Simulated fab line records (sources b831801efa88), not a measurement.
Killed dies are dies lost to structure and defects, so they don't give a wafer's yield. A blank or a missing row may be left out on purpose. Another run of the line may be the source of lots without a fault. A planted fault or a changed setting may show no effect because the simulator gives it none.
Code-filled problem report in 8D (eight disciplines) form ; flow sky130 ; the parts of the form that need people (team, actions taken, sign-off) are left out

== 1. PROBLEM STATEMENT ==
Wafers free of any fault read 75.2 nm (standard deviation 0.97) for CONTACT_CVD_00_THK at SKY_CONTACT_THK_MEAS_01, against a mean of 62.2 nm on 2 wafers of 2 lots. That puts it -13 standard deviations away from the usual mean.
First seen on wafer L948.4, day 38 03:33, on film metro-02. The record has a number at this step for 33 wafers belonging to 11 lots. Rule for "out" (also "out of limits"): further than 4 standard deviations from the usual mean. All remaining wafers that have a number are taken as sound.

== 2. WHAT IT IS, WHAT IT ISN'T ==
question;is;is not
which readings at this step;CONTACT_CVD_00_THK;-
which lots;L948, L950;L931, L932, L934, L935, L936, L942, L943, L947, L949
which wafers of those lots;L948.4, L950.1;L948.2, L948.5, L950.4, L950.5
read on which gauges;film metro-02, film metro-03;film metro-01
when;from day 38 03:33;"up to then (29 sound wafers); but 2 sound wafers of L950 came after"

== 3. THE SUSPECTS, EACH WITH WHAT RULES IT OUT ==
Counting: a tool at a process step up to the reading stays a suspect if it ran every lot that is out. Sound lots after the first of them don't rule it out here, since some wafers of a struck lot are sound.
- ruled out: the gauge at SKY_CONTACT_THK_MEAS_01. Those wafers that are out were read across 2 gauges (film metro-02, film metro-03).
- rie metal-01 at SKY_LOCAL_INTERCONNECT_ETCH_13 (etches BARC in N2/H2, stops on SiO2, time 45.9 s, target depth 60 nm): kept. It processed each lot that is out (first: L948, day 38 02:48); up to then, its last sound lot is L949 (day 38 01:27).
- pecvd-02 at SKY_CONTACT_CVD_00 (deposits Si3N4, target thk 75 nm): kept. It processed each lot that is out (first: L948, day 38 03:31); up to then, its last sound lot is L942 (day 35 14:57).
- pecvd-02, SKY_CONTACT_CVD_00: wafers that are out in chamber 0, sound lot-mates in chambers 1, 2.
Remaining after the count are rie metal-01 at SKY_LOCAL_INTERCONNECT_ETCH_13 and pecvd-02 at SKY_CONTACT_CVD_00.

== 4. THE CAUSE (what the simulator had put in) ==
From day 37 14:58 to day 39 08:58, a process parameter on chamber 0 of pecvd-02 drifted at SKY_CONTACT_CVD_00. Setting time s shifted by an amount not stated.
Counting leaves 2 suspects; this tool is one of them.

== 5. THE EFFECT CHAIN, in route order ==
One row per reading whose mean, taken over the struck wafers that have a number, lies over 3 standard deviations from the usual. Scope: only readings with a usual standard deviation given in the record; hours: median across lots of the time from each lot's start at the first step in this table that gives one to its start at this step; sigmas: change in usual standard deviations.
hours;step;reading;usual;on struck wafers;change;sigmas
0;SKY_CONTACT_THK_MEAS_01;CONTACT_CVD_00_THK;75.2 nm;62.2;-13.0;-13
-;SKY_CONTACT_ETCH_18;oes product au;0.856 a.u.;0.774;-0.082;-11
Its process steps:
- SKY_CONTACT_ETCH_18: etches Si3N4 in CHF3/O2, stops on TiN, time 39 s, target depth 75 nm.

== 6. HOW IT WOULD HAVE BEEN CAUGHT EARLIER ==
The first out-of-limits reading at a measuring or inspecting step in this record came at day 38 03:33, 13 hours after the fault's start at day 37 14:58.
No tool reading at SKY_CONTACT_CVD_00 that has a usual standard deviation in the record was out on any struck wafer, so an alarm limit of 4 standard deviations on those readings would not have fired.
L950, from the lots that are out (2), started SKY_CONTACT_CVD_00 on pecvd-02 later than day 38 03:33. Holding the tool at that time would have saved it.
